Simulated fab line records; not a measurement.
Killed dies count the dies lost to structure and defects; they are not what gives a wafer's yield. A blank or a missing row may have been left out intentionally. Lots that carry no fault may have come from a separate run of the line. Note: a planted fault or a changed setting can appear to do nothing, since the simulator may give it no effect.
A lot that was struck, set against a sound lot -- flow sky130 -- 18 out of 708 route steps
Sound: the wafers L955.1, L955.2, L955.3. Struck: wafer L961.2. (L961.1, L961.5 of the same lot were not struck and are left out.) The cause comes at the end.
For every step that has rows: the tool of each side, followed by ch and its chambers, followed by its first start. Under that, the readings that differ: sound wafers -- struck wafers -- difference of the means -- sigmas: that difference in standard deviations of wafers without a fault.
alike: same words and numbers on both sides, and readings whose means sit less than 2 such deviations apart. not compared: any withheld reading, any reading some wafer has no value for, any bound like >300 that may hide the same value, and any number with overlapping values for which the record gives no deviation.
A row with sigmas, a row that says differs or no value, or rows on one side alone: a step with any of these is where the two part. Non-overlapping numbers with no deviation appear without sigmas and do not part them. A reading that every wafer of one side lacks parts them only if that side has two wafers or more.

first, 3 steps without rows for these wafers: SKY_VIA3_EXPOSE_09 (exposes mask VIM3, target cd 200 nm); SKY_VIA3_PEB_10; SKY_VIA3_DEVELOP_11 (develop time 60 s).
SKY_VIA3_CD_MEAS_12: the cd target is 200 nm.
  sound on cd-sem-01, day 40 02:38; struck on cd-sem-01, day 41 22:10
  alike: cd-nm
SKY_VIA3_OVL_MEAS_13:
  sound on overlay-01, day 40 02:46; struck on overlay-01, day 41 22:17
reading,sound,struck,difference,sigmas
VIA3_OVL (nm),4 4 10,-7,-13,-2
SKY_VIA3_ETCH_14: etches BARC in N2/H2, stops on SiO2, time 45.9 s, target depth 60 nm.
  sound on rie-diel-04 ch 0,1,2, day 40 02:48; struck on rie-diel-01 ch 2, day 41 22:19
reading,sound,struck,difference,sigmas
rf-hours-counter-h (h),7 17 16,26,+13,
  alike: drypump-motor-current-A, oes-product-au, throttle-valve-pct
SKY_VIA3_ETCH_15: etches SiO2 in C4F8/O2/Ar, stops on TiN, target depth 507 nm, time 78 s.
  sound on rie-diel-04 ch 0,1,2, day 40 02:50; struck on rie-diel-01 ch 2, day 41 22:21
reading,sound,struck,difference,sigmas
rf-hours-counter-h (h),7 17 16,26,+13,
  alike: oes-product-au
SKY_VIA3_STRIP_16: strips in O2/N2.
  sound on plasma-asher-01 ch 0,1, day 40 02:54; struck on plasma-asher-02 ch 1, day 41 22:25
  alike: drypump-motor-current-A, oes-product-au, strip-time-to-endpoint-s
  not compared: rf-hours-counter-h
then, 3 steps without rows for these wafers: SKY_VIA3_STRIP_17 (strips in post etch residue remover, time 1200 s); SKY_VIA3_CLEAN_18 (cleans in IPA, time 180 s); SKY_VIA3_CLEAN_19 (cleans in O3/DIW).
SKY_VIA3_SPUTTER_20: material TiN, target thk 20 nm, time 80 s.
  sound on pvd-sputter-02, day 40 03:30; struck on pvd-sputter-04, day 41 23:01
  alike: throttle-valve-pct
SKY_VIA3_CVD_21: deposits W, target thk 390 nm, time 117.31 s.
  sound on cvd-w-02 ch 0,1, day 40 03:34; struck on cvd-w-02 ch 0, day 41 23:04
reading,sound,struck,difference,sigmas
model.W_of_VIA3_CVD_21.thk-nm (nm),389.4 390.9 392,562.7,+171.9,
  alike: heater-power-w
  not compared: since-wet-clean-h
SKY_VIA3_RS_MEAS_22: measures by four-point-probe.
  sound on film-metro-02, day 40 03:41; struck on film-metro-02, day 41 23:11
reading,sound,struck,difference,sigmas
VIA3_W_RS (ohm/sq),0.2941 0.2934 0.2930,0.2036,-0.0899,-31
SKY_VIA3_THK_MEAS_23: measures by xrf.
  sound on film-metro-02, day 40 03:48; struck on film-metro-02, day 41 23:19
reading,sound,struck,difference,sigmas
VIA3_W_THK (nm),367 369 371,530,+161,+24
SKY_VIA3_CMP_24: polishes, stops on SiO2, t overpolish 20 s, target thk 0 nm.
  sound on cmp-02 ch 1,2,3, day 40 03:52; struck on cmp-01 ch 2, day 41 23:25
reading,sound,struck,difference,sigmas
motor-current-A (A),11.5 11.4 12.4,9.1,-2.7,-2
time-to-endpoint-s (s),97 91 95,138,+44,+10
  alike: head-pressure-psi, platen-rpm
SKY_METAL4_SPUTTER_00: material Ti, target thk 15 nm, time 10 s.
  sound on pvd-sputter-01, day 40 04:10; struck on pvd-sputter-03, day 41 23:40
  alike: throttle-valve-pct
-- the record jumps here: 6 days lie between the struck wafers' starts before and after (it left off in module METAL4 and takes up again in module PAD_OPEN, whose first step shown is number 708 of the route) --
SKY_PAD_OPEN_PROBE_99:
  only the struck wafers here have rows in the record (prober-01, day 47 19:46); the sound ones have none

== WHERE THEY PART ==
First at SKY_VIA3_OVL_MEAS_13; last, within this record, at SKY_PAD_OPEN_PROBE_99.

WHY: what the simulator had put in
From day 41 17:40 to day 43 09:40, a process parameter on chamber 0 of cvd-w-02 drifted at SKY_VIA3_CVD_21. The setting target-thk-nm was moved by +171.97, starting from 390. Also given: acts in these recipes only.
